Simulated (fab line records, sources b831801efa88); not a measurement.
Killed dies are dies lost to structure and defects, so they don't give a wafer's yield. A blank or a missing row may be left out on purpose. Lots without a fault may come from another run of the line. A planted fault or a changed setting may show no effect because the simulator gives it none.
fab line records | flow gf180mcu
record lots=13 wafers=39 last_day=34
route steps=602 shown STI@8 HV_LDD@183 V2@408 V3@443
lots that met no fault: from a run of the same line without faults
start_h: hours from the record's first day to the start of the lot's first wafer shown | wait_h: hours since the lot's step before | " the same as in the row above | L1.1+2: a row that stands for several wafers | - no value, or no start given | * or withheld: withheld | < > ~ a bound
route shown NAME@n: a module of which the file shows steps, and the number in the route of the first | usual: mean/standard deviation of fault-free wafers | same: alike in all rows | chamber/n: place in a boat | sites: the reading at each site | _std_site: their standard deviation | _edge_site: outer sites' mean less inner sites' | radius_mm: how far each site lies from the wafer's centre | mask NAME#n: copy n | behind: the tool/chamber that last shaped the wafer | hold: why the lot was held/for how many hours/how that ended | device: the transistor (n, p or np) that didn't switch | end of line: the same wafers' tests at the end of the route | a step without rows: its recipe alone | killed: dies lost to structure and defects at the first sort, not the wafer's yield | map: a wafer's dies, x killed, . not, _ none there
set.NAME: the setting as run; set.NAME@STEP: as run at that earlier step | model.NAME: the simulator's own value behind a step, which no gauge read
steps of the route over a sample of lots; a table a step, a row a wafer
services: from which hour (start_h, from the record's first day; less than 0 if before it) a tool's chamber was out of use, for how many hours, and why
## steps
# step GF_STI_COAT_07
# recipe resist=KrF spin_rpm=withheld resist_thk_nm=700
# columns lot.wafer tool chamber start_h wait_h
L515.2+3+6 litho_track-03 0 19.10 0.1
L516.1+2+3 litho_track-03 0 25.12 0.1
L517.2+3+6 litho_track-02 0 29.07 0.1
L518.4+5+6 litho_track-02 0 34.12 0.1
L519.1+2+5 litho_track-04 0 39.45 0.1
L520.1+3+5 litho_track-03 0 45.07 0.1
L521.2+4+5 litho_track-04 0 49.88 0.1
L525.2+4+6 litho_track-03 0 70.65 0.1
L526.1+3+6 litho_track-04 0 75.55 0.1
L532.1+2+3 litho_track-04 0 105.55 0.1
L533.1+3+5 litho_track-04 0 111.85 0.1
L535.2+4+5 litho_track-03 0 121.15 0.1
L538.1+3+4 litho_track-03 0 137.37 0.1
# step GF_STI_STRIP_15
# recipe chemistry=O2/N2 power_w=1400 pressure_mtorr=1500 platen_temp_c=250 o2_flow_sccm=3000 n2_flow_sccm=300 overash_fraction=0.5
# usual drypump_motor_current_A=5.4/0.41 heater_power_w=337/35 o2_flow_sccm=3002/9.1 oes_product_au=0.383/0.0056 strip_time_to_endpoint_s=3.72/0.07
# columns lot.wafer tool chamber start_h wait_h drypump_motor_current_A heater_power_w o2_flow_sccm oes_product_au rf_hours_counter_h strip_time_to_endpoint_s
L515.2 plasma_asher-01 0 25.42 0.0 5.6 366 2990 0.386 37 3.67
L515.3 " 1 " " 4.9 331 3000 0.381 - 3.75
L515.6 " 1 " " 4.9 329 3000 0.389 - 3.78
L516.1 plasma_asher-01 1 31.55 0.0 4.8 332 3015 0.380 38 3.70
L516.2 " 0 " " 5.6 361 3007 0.376 38 3.74
L516.3 " 1 " " 4.9 327 3005 0.384 - 3.69
L517.2 plasma_asher-02 0 35.07 0.0 5.1 448 2986 0.378 32 3.67
L517.3 " 0 " " 5.1 432 2984 0.391 - 3.76
L517.6 " 0 " " 5.1 442 2992 0.389 - 3.75
L518.4 plasma_asher-01 0 40.41 0.1 5.6 356 2998 0.384 - 3.65
L518.5 " 0 " " 5.6 362 2994 0.384 - 3.68
L518.6 " 1 " " 4.8 329 2996 0.389 - 3.84
L519.1 plasma_asher-03 1 46.00 0.0 6.0 343 3002 0.397 28 3.88
L519.2 " 0 " " 5.4 290 2984 0.387 28 3.73
L519.5 " 0 " " 5.4 301 2983 0.381 - 3.66
L520.1 plasma_asher-01 1 51.65 0.0 4.9 325 3003 0.376 40 3.76
L520.3 " 1 " " 4.9 326 2999 0.384 - 3.67
L520.5 " 1 " " 4.9 328 2997 0.380 - 3.70
L521.2 plasma_asher-03 1 57.10 0.0 6.0 332 3029 0.379 30 3.74
L521.4 " 1 " " 6.0 339 3009 0.384 - 3.77
L521.5 " 1 " " 6.1 338 3002 0.394 - 3.75
L525.2 plasma_asher-03 0 77.52 0.0 5.4 297 3013 0.379 32 3.65
L525.4 " 0 " " 5.4 295 3011 0.375 - 3.81
L525.6 " 0 " " 5.4 293 3009 0.386 - 3.63
L526.1 plasma_asher-01 0 82.32 0.0 5.6 360 3010 0.387 43 3.74
L526.3 " 0 " " 5.6 361 3010 0.380 - 3.68
L526.6 " 0 " " 5.6 349 3005 0.385 - 3.69
L532.1 plasma_asher-03 0 113.67 0.0 5.4 299 3005 0.374 36 3.88
L532.2 " 1 " " 6.1 342 3004 0.405 36 4.11
L532.3 " 1 " " 6.1 344 2994 0.393 - 4.00
L533.1 plasma_asher-01 1 119.84 0.0 4.9 326 3007 0.393 47 3.83
L533.3 " 1 " " 4.9 334 3005 0.402 - 4.12
L533.5 " 1 " " 4.9 325 2994 0.394 - 3.98
L535.2 plasma_asher-03 0 128.59 0.0 5.5 292 3019 0.381 37 3.65
L535.4 " 1 " " 6.0 339 3004 0.383 - 3.71
L535.5 " 0 " " 5.4 305 3003 0.385 - 3.71
L538.1 plasma_asher-03 1 145.36 0.0 6.0 342 3000 0.382 39 3.66
L538.3 " 0 " " 5.4 302 2998 0.384 - 3.81
L538.4 " 1 " " 6.1 348 2997 0.377 - 3.72
# step GF_HV_LDD_CD_MEAS_07
# recipe target_cd_nm=400
# usual cd_nm=399.5/2.5
# columns lot.wafer tool chamber start_h wait_h cd_nm
L515.2 cd_sem-01 - 214.17 0.1 397.9
L515.3 " - " " 395.3
L515.6 " - " " 398.5
L516.1 cd_sem-01 - 222.30 0.1 400.4
L516.2 " - " " 400.0
L516.3 " - " " 399.5
L517.2 cd_sem-02 - 233.12 0.1 394.6
L517.3 " - " " 395.9
L517.6 " - " " 397.5
L518.4 cd_sem-01 - 236.16 0.1 401.6
L518.5 " - " " 401.6
L518.6 " - " " 402.9
L519.1 cd_sem-01 - 244.77 0.1 399.3
L519.2 " - " " 396.9
L519.5 " - " " 400.2
L520.1 cd_sem-02 - 247.75 0.1 397.7
L520.3 " - " " 398.0
L520.5 " - " " 399.7
L521.2 cd_sem-02 - 261.72 0.1 396.4
L521.4 " - " " 398.0
L521.5 " - " " 398.8
L525.2 cd_sem-02 - 290.52 0.1 400.2
L525.4 " - " " 400.5
L525.6 " - " " 402.6
L526.1 cd_sem-02 - 295.95 0.1 399.6
L526.3 " - " " 397.4
L526.6 " - " " 397.2
L532.1 cd_sem-01 - 341.70 0.1 396.4
L532.2 " - " " 399.3
L532.3 " - " " 399.3
L533.1 cd_sem-01 - 356.10 0.1 396.6
L533.3 " - " " 395.0
L533.5 " - " " 398.4
L535.2 cd_sem-01 - 367.09 0.1 396.3
L535.4 " - " " 395.7
L535.5 " - " " 398.3
L538.1 cd_sem-01 - 388.87 0.1 399.9
L538.3 " - " " 401.9
L538.4 " - " " 398.5
# step GF_V2_CMP_26
# recipe stop_on=SiO2 down_force_psi=3.5 platen_rpm=60 t_overpolish_s=15 target_thk_nm=0 pad_velocity_m_s=0.94248
# usual motor_current_A=11.4/0.99 overpolish_run_s=15.001/0.0093 retaining_ring_pressure_frac=1.000/0.0043 slurry_filter_dp_kPa=13.50/0.14 slurry_flow_ml_min=150.0/0.46 time_to_endpoint_s=83/4.1
# columns lot.wafer tool chamber start_h wait_h motor_current_A overpolish_run_s retaining_ring_pressure_frac slurry_filter_dp_kPa slurry_flow_ml_min time_to_endpoint_s
L515.2 cmp-02 1 461.97 0.2 10.5 14.994 1.004 13.73 149.9 79
L515.3 " 2 " " 11.4 15.002 1.001 13.32 149.9 78
L515.6 " 3 " " 11.9 14.997 1.004 13.30 150.1 84
L516.2 cmp-02 1 469.19 0.0 11.1 15.011 0.992 13.36 150.5 78
L516.3 " 2 " " 11.5 15.008 0.998 13.82 150.2 78
L516.1 " 0 " " 12.0 14.999 0.996 13.39 149.5 83
L517.3 cmp-02 2 483.53 0.1 11.1 15.002 1.005 13.59 150.1 83
L517.2 " 3 " " 11.2 14.996 1.003 13.80 149.8 90
L517.6 " 2 " " 11.2 14.993 1.005 13.45 150.0 82
L518.4 cmp-02 2 491.71 0.2 11.4 14.996 0.995 13.60 149.6 77
L518.5 " 3 " " 11.6 14.990 0.996 13.41 150.7 87
L518.6 " 0 " " 11.8 14.985 1.005 13.43 150.2 86
L519.2 cmp-01 3 499.14 0.3 10.3 14.985 1.006 13.63 150.4 82
L519.1 " 1 " " 10.1 15.011 0.992 13.73 149.6 81
L519.5 " 0 " " 13.3 14.991 0.999 13.41 150.2 76
L520.1 cmp-01 3 516.87 0.1 10.4 14.997 0.990 13.56 150.6 84
L520.3 " 1 " " 11.2 15.016 0.994 13.58 150.4 85
L520.5 " 3 " " 10.1 15.004 0.996 13.59 150.3 83
L521.2 cmp-01 0 523.50 0.0 13.3 14.988 0.999 13.44 149.9 81
L521.4 " 3 " " 10.2 15.009 1.001 13.50 150.4 86
L521.5 " 1 " " 10.6 15.003 1.000 13.45 151.0 87
L525.2 cmp-01 2 554.07 0.1 12.0 14.997 1.004 13.45 150.0 87
L525.4 " 0 " " 13.4 14.996 0.997 13.60 150.2 82
L525.6 " 1 " " 9.8 14.997 0.996 13.50 150.8 87
L526.1 cmp-02 0 559.20 0.1 11.4 15.007 0.990 13.33 149.3 89
L526.3 " 2 " " 11.1 14.999 0.998 13.47 150.3 83
L526.6 " 1 " " 10.8 15.000 0.996 13.40 149.5 81
L532.3 cmp-01 3 606.76 0.0 9.9 15.001 0.997 13.55 150.0 87
L532.1 " 1 " " 9.8 14.990 1.004 13.63 150.2 89
L532.2 " 2 " " 12.2 14.999 1.004 13.64 150.2 86
L533.3 cmp-02 3 621.44 0.0 11.6 14.997 0.998 13.59 149.5 86
L533.1 " 2 " " 11.3 15.001 1.000 13.48 150.6 78
L533.5 " 0 " " 11.4 14.991 0.997 13.69 150.0 82
L535.2 cmp-02 1 633.47 0.1 10.5 14.998 1.004 13.40 149.7 89
L535.4 " 3 " " 10.9 14.999 1.007 13.44 150.3 88
L535.5 " 1 " " 11.1 14.999 1.001 13.53 150.2 85
L538.4 cmp-01 0 651.20 0.1 12.6 15.007 1.007 13.48 149.7 75
L538.3 " 1 " " 10.1 15.002 1.008 13.26 150.0 79
L538.1 " 2 " " 12.6 14.993 0.999 13.67 149.3 78
# step GF_V3_CD_MEAS_14
# recipe target_cd_nm=260
# usual cd_nm=260.1/1.6
# columns lot.wafer tool chamber start_h wait_h cd_nm
L515.2 cd_sem-02 - 512.02 0.1 261.8
L515.3 " - " " 262.6
L515.6 " - " " 262.7
L516.1 cd_sem-01 - 518.09 0.1 259.4
L516.2 " - " " 259.3
L516.3 " - " " 259.5
L517.2 cd_sem-02 - 531.87 0.1 264.3
L517.3 " - " " 263.3
L517.6 " - " " 263.4
L518.4 cd_sem-02 - 539.30 0.1 259.1
L518.5 " - " " 258.9
L518.6 " - " " 259.7
L519.1 cd_sem-01 - 546.85 0.1 259.2
L519.2 " - " " 259.7
L519.5 " - " " 259.7
L520.1 cd_sem-01 - 564.25 0.1 262.4
L520.3 " - " " 263.3
L520.5 " - " " 262.1
L521.2 cd_sem-02 - 571.37 0.1 257.9
L521.4 " - " " 256.8
L521.5 " - " " 256.5
L525.2 cd_sem-01 - 598.62 0.1 259.2
L525.4 " - " " 259.7
L525.6 " - " " 260.1
L526.1 cd_sem-01 - 603.33 0.1 258.9
L526.3 " - " " 258.9
L526.6 " - " " 259.1
L532.1 cd_sem-02 - 649.66 0.1 259.9
L532.2 " - " " 260.0
L532.3 " - " " 259.9
L533.1 cd_sem-01 - 661.91 0.1 258.4
L533.3 " - " " 259.4
L533.5 " - " " 259.3
L535.2 cd_sem-02 - 674.88 0.1 259.4
L535.4 " - " " 260.6
L535.5 " - " " 260.0
L538.1 cd_sem-02 - 691.03 0.1 258.7
L538.3 " - " " 259.1
L538.4 " - " " 259.8
## services
# columns tool chamber start_h hours kind
cmp-01 - 10.37 17.6 pm
cmp-02 - 11.85 0.5 repair
cmp-02 - 14.69 2.0 repair
cmp-02 - 18.92 1.3 repair
cmp-01 - 27.93 8.2 pm
cmp-01 - 41.87 12.1 repair
cmp-01 - 57.09 2.6 repair
cmp-01 - 64.09 4.0 pm
cmp-02 - 127.98 0.3 repair
cmp-02 - 128.39 11.2 pm
cmp-02 - 211.19 4.2 pm
cmp-02 - 232.04 4.0 pm
cmp-02 - 242.33 6.5 repair
cmp-02 - 298.75 1.4 repair
cmp-02 - 312.45 0.4 repair
cmp-02 - 336.07 6.4 repair
cmp-02 - 336.97 6.7 repair
cmp-02 - 467.87 0.6 repair
cmp-02 - 485.82 1.8 repair
cmp-02 - 497.39 5.5 pm
cmp-02 - 507.94 0.3 repair
cmp-02 - 572.04 4.0 pm
cmp-02 - 603.09 0.8 repair
cmp-02 - 603.60 2.5 repair
## key
first_sign step=GF_STI_STRIP_15 reading=strip_time_to_endpoint_s direction=up sigmas=3.9 usual=* struck=*
effect none on later readings
met_at GF_STI_COAT_07
struck_lots L532,L533
tester_left_out L532,L533
not_acting_at GF_HV_LDD_CD_MEAS_07,GF_V2_CMP_26,GF_V3_CD_MEAS_14
onset_between 75.55 105.55
fault kind=process_parameter_drift tool=litho_track-04 chamber=- onset_h=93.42 steps=GF_STI_COAT_07 channel=resist_thk_nm offset=* shape=step end_h=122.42 acts_in=* stated=*
# tester_left_out: of these lots the tester's yield and bins aren't shown, on N5 and GAA mostly nor the transistor test; their killed dies are dies lost to structure and defects alone, not to doping, threshold or leakage, so they don't give the yield
